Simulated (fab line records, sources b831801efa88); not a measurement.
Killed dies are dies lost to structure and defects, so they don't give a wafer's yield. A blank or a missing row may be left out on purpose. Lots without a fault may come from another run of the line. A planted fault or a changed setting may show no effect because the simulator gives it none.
Problem report in the 8D (eight disciplines) form, filled by code | flow gf180mcu | the parts of the form that need people (team, actions taken, sign-off) are left out

1. THE PROBLEM
spin_speed_rpm at GF_HV_LDD_COAT_14 reads a mean of 3111.5 rpm on 6 wafers of 2 lots; wafers without a fault read 3000.0 rpm with a standard deviation of 1.8. That is +62 standard deviations from the usual mean.
The step: resist thk 1000 nm.
First seen on wafer L966.1, day 12 08:26, on litho_track-01. The record holds 39 wafers of 13 lots with a number at this step. Rule for "out", or "out of limits": more than 4 standard deviations from the usual mean. The other wafers with a number count as sound.

2. WHAT IT IS AND WHAT IT IS NOT
question                    | is                     | is not
which readings at this step | spin_speed_rpm         | resist_line_temp_C
which lots                  | L966, L971             | L963, L964, L972, L973, L974, L976, L978, L979, L980, L981, L982
which wafers of those lots  | all that have a number | -
read on which tools         | litho_track-01         | litho_track-02, litho_track-04
when                        | from day 12 08:26      | up to then (6 sound wafers); but 27 sound wafers of L972, L973, L974, L976, L978, L979, L980, L981, L982 came after

3. SUSPECTS, AND WHAT RULES EACH OUT
Counting: a tool at a process step up to the reading stays a suspect if it ran every lot that is out and no sound lot after the first of them.
- litho_track-01 at GF_HV_LDD_COAT_14 (resist thk 1000 nm): ruled out as a lasting fault. Sound lots L980 ran on it after its first lot that is out, L966 (day 12 08:26).
Left after counting: nothing in the record.

4. THE CAUSE (what the simulator had put in)
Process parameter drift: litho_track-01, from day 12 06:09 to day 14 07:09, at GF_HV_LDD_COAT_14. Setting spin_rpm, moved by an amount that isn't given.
Counting ruled it out, wrongly.

5. THE CHAIN OF EFFECTS, in route order
Each row: a reading whose mean over the struck wafers that have a number lies more than 3 standard deviations from the usual. Only readings for which the record gives a usual standard deviation are gone through. hours: the time from each lot's start at the first step in this table that gives one to its start at this step, as a median over the lots. sigmas: the change in usual standard deviations.
hours | step               | reading                  | usual      | on struck wafers | change | sigmas
0     | GF_HV_LDD_COAT_14  | spin_speed_rpm           | 3000.0 rpm | 3111.5           | +111.5 | +62
11    | GF_HV_LDD_STRIP_22 | strip_time_to_endpoint_s | 12.66 s    | 12.43            | -0.23  | -6.0
The process steps in it:
- GF_HV_LDD_COAT_14: resist thk 1000 nm.
- GF_HV_LDD_STRIP_22: strips in O2/N2.
Later measuring or inspecting steps at which every struck wafer that the step has a row for has a number for every such reading, and none has moved that far: GF_HV_LDD_OVL_MEAS_32.

6. WHAT WOULD HAVE CAUGHT IT SOONER
In this record the first reading out of limits was taken at day 12 08:26, 2 hours after the fault began at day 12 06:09.
